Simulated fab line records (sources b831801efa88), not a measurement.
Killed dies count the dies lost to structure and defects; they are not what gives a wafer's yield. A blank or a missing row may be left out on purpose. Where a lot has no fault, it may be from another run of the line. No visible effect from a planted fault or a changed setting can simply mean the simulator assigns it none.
Which tool did it? :: flow sky130 :: Sampling: 13 lots, 39 wafers, 3 of 708 route steps

## WHAT EACH GAUGE READ, for each wafer
SKY_NWELL_OVL_MEAS_23. Usual: for NWELL_01_OVL the level is -1.1 nm and the standard deviation is 1.7.
lot: L959
measured: day 5 04:25
on: overlay-01
NWELL_01_OVL (nm): 1.1 0.2 0.3
flag: 

lot: L960
measured: day 5 10:19
on: overlay-02
NWELL_01_OVL (nm): -1.3 -2.5 -2.2
flag: 

lot: L962
measured: day 5 22:48
on: overlay-02
NWELL_01_OVL (nm): -1.3 -1.3 -0.8
flag: 

lot: L963
measured: day 6 06:47
on: overlay-02
NWELL_01_OVL (nm): -3.6 -4.2 -1.8
flag: 

lot: L964
measured: day 6 10:44
on: overlay-02
NWELL_01_OVL (nm): 0.8 0.5 -1.3
flag: 

lot: L965
measured: day 6 18:20
on: overlay-02
NWELL_01_OVL (nm): 0.2 -2.7 -1.7
flag: 

lot: L967
measured: day 7 06:59
on: overlay-02
NWELL_01_OVL (nm): -4.8 -3.2 -3.6
flag: 

lot: L968
measured: day 8 09:31
on: overlay-01
NWELL_01_OVL (nm): 2.0 3.1 2.3
flag: 

lot: L969
measured: day 8 09:52
on: overlay-02
NWELL_01_OVL (nm): -4.0 -4.9 -4.4
flag: 

lot: L970
measured: day 8 11:17
on: overlay-02
NWELL_01_OVL (nm): -1.8 -1.8 -3.2
flag: 

lot: L971
measured: day 8 12:12
on: overlay-01
NWELL_01_OVL (nm): - - -
flag: OFF

lot: L981
measured: day 10 22:37
on: overlay-01
NWELL_01_OVL (nm): -1.0 -0.9 -2.8
flag: 

lot: L982
measured: day 11 00:50
on: overlay-01
NWELL_01_OVL (nm): 0.4 -0.7 -0.1
flag: 

SKY_NWELL_TW_MEAS_26. Usual: for NWELL_2_TW the level is 494 and the standard deviation is 3.8.
lot: L959
measured: day 5 04:43
on: filmMetro-03
NWELL_2_TW: 494 494 492
flag: 

lot: L960
measured: day 5 10:37
on: filmMetro-03
NWELL_2_TW: 492 495 493
flag: 

lot: L962
measured: day 5 23:05
on: filmMetro-02
NWELL_2_TW: 490 491 490
flag: 

lot: L963
measured: day 6 07:04
on: filmMetro-02
NWELL_2_TW: 489 490 487
flag: 

lot: L964
measured: day 6 11:01
on: filmMetro-04
NWELL_2_TW: 496 497 498
flag: 

lot: L965
measured: day 6 18:37
on: filmMetro-03
NWELL_2_TW: 493 496 493
flag: 

lot: L967
measured: day 7 07:17
on: filmMetro-02
NWELL_2_TW: 489 488 491
flag: 

lot: L968
measured: day 8 09:50
on: filmMetro-02
NWELL_2_TW: 493 487 491
flag: 

lot: L969
measured: day 8 10:10
on: filmMetro-04
NWELL_2_TW: 501 498 497
flag: 

lot: L970
measured: day 8 11:34
on: filmMetro-04
NWELL_2_TW: 499 496 497
flag: 

lot: L971
measured: day 8 12:29
on: filmMetro-02
NWELL_2_TW: 30 29 30
flag: OFF

lot: L981
measured: day 10 22:54
on: filmMetro-04
NWELL_2_TW: 498 498 498
flag: 

lot: L982
measured: day 11 01:07
on: filmMetro-04
NWELL_2_TW: 502 500 500
flag: 

## TOOL THAT RAN EACH LOT (tool first, then ch and the chambers of the sampled wafers, then the start)
lot: L959
SKY_NWELL_EXPOSE_20: ilineStepper-01 ch 0, day 4 19:29

lot: L960
SKY_NWELL_EXPOSE_20: ilineStepper-02 ch 0, day 5 01:38

lot: L962
SKY_NWELL_EXPOSE_20: ilineStepper-02 ch 0, day 5 13:22

lot: L963
SKY_NWELL_EXPOSE_20: ilineStepper-01 ch 0, day 5 22:19

lot: L964
SKY_NWELL_EXPOSE_20: ilineStepper-02 ch 0, day 6 02:11

lot: L965
SKY_NWELL_EXPOSE_20: ilineStepper-02 ch 0, day 6 09:23

lot: L967
SKY_NWELL_EXPOSE_20: ilineStepper-01 ch 0, day 6 22:19

lot: L968
SKY_NWELL_EXPOSE_20: ilineStepper-02 ch 0, day 7 23:37

lot: L969
SKY_NWELL_EXPOSE_20: ilineStepper-01 ch 0, day 8 00:17

lot: L970
SKY_NWELL_EXPOSE_20: ilineStepper-01 ch 0, day 8 01:26

lot: L971
SKY_NWELL_EXPOSE_20: ilineStepper-01 ch 0, day 8 02:33

lot: L981
SKY_NWELL_EXPOSE_20: ilineStepper-01 ch 0, day 10 11:30

lot: L982
SKY_NWELL_EXPOSE_20: ilineStepper-02 ch 0, day 10 13:46
- SKY_NWELL_EXPOSE_20: exposes mask NWM COMPLEMENT, target cd 840 nm.

## AS READ BY THE TOOLS THEMSELVES (means over the sampled wafers that have a number; for cases with no such wafer, the mark the record gives instead)
The record holds no such reading with a usual standard deviation.

## THE ANSWER, worked out from the rows above alone
Rule: a lot is off if the mean of its wafers that have a number lies more than 3 standard deviations from the usual mean. A lot without any number at a reading at which 4 lots or more have one is off too. Any other lot the step has rows for is counted as sound. First the gauges in route order, then the tools' own readings, where a lot's mean is used as printed above. At the first step where some lot is off, the reading lying furthest off is the one used; lots without a number count as furthest.
Off: L971, at SKY_NWELL_OVL_MEAS_23 (NWELL_01_OVL). Without a number there: L971.
If a tool, at a process step before that reading, ran all the lots that are off and no sound lot after the first of them, it fits. The gauges at SKY_NWELL_OVL_MEAS_23 aren't tried: what is off there is off at SKY_NWELL_TW_MEAS_26 too, on other tools, and a gauge's error can't cause that. Not one of the candidates tried fits.

## WHAT THE SIMULATOR HAD INSERTED
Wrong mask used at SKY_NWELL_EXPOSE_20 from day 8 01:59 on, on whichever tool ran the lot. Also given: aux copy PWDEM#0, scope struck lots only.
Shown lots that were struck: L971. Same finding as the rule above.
